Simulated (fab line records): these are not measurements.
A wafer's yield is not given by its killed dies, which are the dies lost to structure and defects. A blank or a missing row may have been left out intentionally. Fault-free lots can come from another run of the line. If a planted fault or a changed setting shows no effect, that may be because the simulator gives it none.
Chamber matching | flow gf180mcu | 4 sister chambers for GF_V5_CMP_26 on cmp-01
The step polishes, stops on SiO2, t overpolish 15 s, target thk 0 nm. 4 wafers are shown with their chamber, then 7 later ones without.

## WAFERS, EACH WITH ITS CHAMBER
wafer  | chamber | motor current A (A)
L958.3 | 3       | 10.1
L963.4 | 1       | 10.2
L964.2 | 0       | 10.9
L964.3 | 2       | 11.5

## WAFERS WITHOUT THEIR CHAMBER
wafer  | motor current A (A)
L964.4 | 10.8
L965.1 | 11.8
L965.3 | 10.4
L965.4 | 10.4
L977.1 | 9.9
L977.2 | 10.2
L977.3 | 12.1

## THE CHAMBER EACH PASSED THROUGH
wafer  | from the rows above          | in truth
L964.4 | can't be placed: 0 or 1      | 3
L965.1 | 2                            | 2
L965.3 | can't be placed: 1 or 3 or 0 | 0
L965.4 | can't be placed: 1 or 3 or 0 | 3
L977.1 | can't be placed: 3 or 1      | 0
L977.2 | can't be placed: 1 or 3      | 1
L977.3 | 2                            | 2
Placed correctly: 2 of 7. Unplaceable from these rows: 5, with the true chamber sitting among the candidates in 3. Placed wrongly: 0.
How it was worked out, from the rows above alone: a wafer's distance from a chamber is the root of the sum, over the readings, of the square of ((its reading less the chamber's mean) divided by the reading's scatter). If the next closest chamber is less than 2 further off than the closest, the wafer can't be placed; otherwise it belongs to the closest. For every chamber, the mean is computed from those of its wafers that are shown. The scatter: with one shown wafer a chamber, the root of the mean of the squares of how far each hidden wafer lies from its nearest shown one.
